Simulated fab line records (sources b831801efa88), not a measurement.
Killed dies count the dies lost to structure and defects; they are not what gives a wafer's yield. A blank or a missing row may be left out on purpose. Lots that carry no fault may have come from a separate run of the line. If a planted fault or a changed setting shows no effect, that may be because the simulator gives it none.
2 desks looking at one fault / flow gf180mcu / each desk has only its own numbers; what lay behind them comes last

## THE TOOL OWNER'S DESK: cvd_w-01
The tool's own readings at GF_V1_CVD_23 (deposits W, target thk 350 nm, time 105.05 s): means of the sampled wafers that have a number, for each lot that ran on this tool. Any lot whose mean is over 4 standard deviations away from the usual mean is out of limits and marked OUT; that distance is given in the brackets.
Columns: A = chamber_pressure_Torr at GF_V1_CVD_23, usual 40.01 Torr; B = heater_power_outer_w at GF_V1_CVD_23, usual 469 W; C = heater_power_w at GF_V1_CVD_23, usual 796 W
lot=L270; first seen here=day 19 00:25; A=40.02; B=416; C=730
lot=L278; first seen here=day 22 01:00; A=38.46 (-16) OUT; B=423; C=737
lot=L279; first seen here=day 22 03:52; A=37.79 (-23) OUT; B=413; C=737
lot=L287; first seen here=day 25 03:15; A=39.97; B=438; C=733
lot=L291; first seen here=day 26 07:24; A=40.00; B=431; C=745
Finding of this desk: L278, L279 out of limits; the first was L278 at day 22 01:00, on chamber_pressure_Torr at GF_V1_CVD_23. L270, L287, L291 stayed within limits.

## THE METROLOGY DESK
Means of the sampled wafers that have a number, per lot and without regard to the tool the lot ran on: this is what the gauges read. Any lot whose mean is over 4 standard deviations away from the usual mean is out of limits and marked OUT; that distance is given in the brackets.
Columns: A = V1_BOW at GF_V1_BOW_MEAS_05, usual 81 um; B = cd_nm at GF_V1_CD_MEAS_14, usual 260.5 nm; C = V1_W_RS at GF_V1_RS_MEAS_24, usual 0.328 ohm/sq
lot=L268; first seen here=day 16 21:53; A=78; B=261.8; C=0.325
lot=L269; first seen here=day 17 14:14; A=83; B=261.3; C=0.328
lot=L270; first seen here=day 17 23:22; A=77; B=260.4; C=0.326
lot=L272; first seen here=day 18 13:19; A=82; B=260.5; C=0.328
lot=L273; first seen here=day 18 19:17; A=85; B=262.0; C=0.330
lot=L278; first seen here=day 20 23:54; A=77; B=260.3; C=0.341
lot=L279; first seen here=day 21 04:25; A=86; B=258.4; C=0.345 (+4.7) OUT
lot=L287; first seen here=day 24 04:13; A=80; B=260.3; C=0.333
lot=L288; first seen here=day 24 07:31; A=90; B=260.8; C=0.326
lot=L289; first seen here=day 24 18:46; A=75; B=261.6; C=0.328
lot=L290; first seen here=day 25 03:07; A=93; B=261.0; C=0.323
lot=L291; first seen here=day 25 09:24; A=78; B=259.2; C=0.327
This desk's result: L279 out of limits, first on L279 (V1_W_RS at GF_V1_RS_MEAS_24), day 22 03:59. L268, L269, L270, L272, L273, L278, L287, L288, L289, L290, L291 stayed within limits.

## ALL TOGETHER
At day 22 01:00, on L278, L279, the tool owner's desk was in a position to raise an alarm.
An alarm was possible from the metrology desk at day 22 03:59, on L279.
The metrology desk holds a record of L278, inside its limits.
Of the lots named, all ran GF_V1_CVD_23 on cvd_w-01.

## WHAT THE SIMULATOR HAD INSERTED
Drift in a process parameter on cvd_w-01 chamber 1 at GF_V1_CVD_23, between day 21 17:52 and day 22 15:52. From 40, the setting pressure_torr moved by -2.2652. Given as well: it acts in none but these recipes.
Lots struck among those shown: L278, L279.
Hours from the fault's start to each desk's first reading out of limits: the tool owner's desk, 7; the metrology desk, 10.
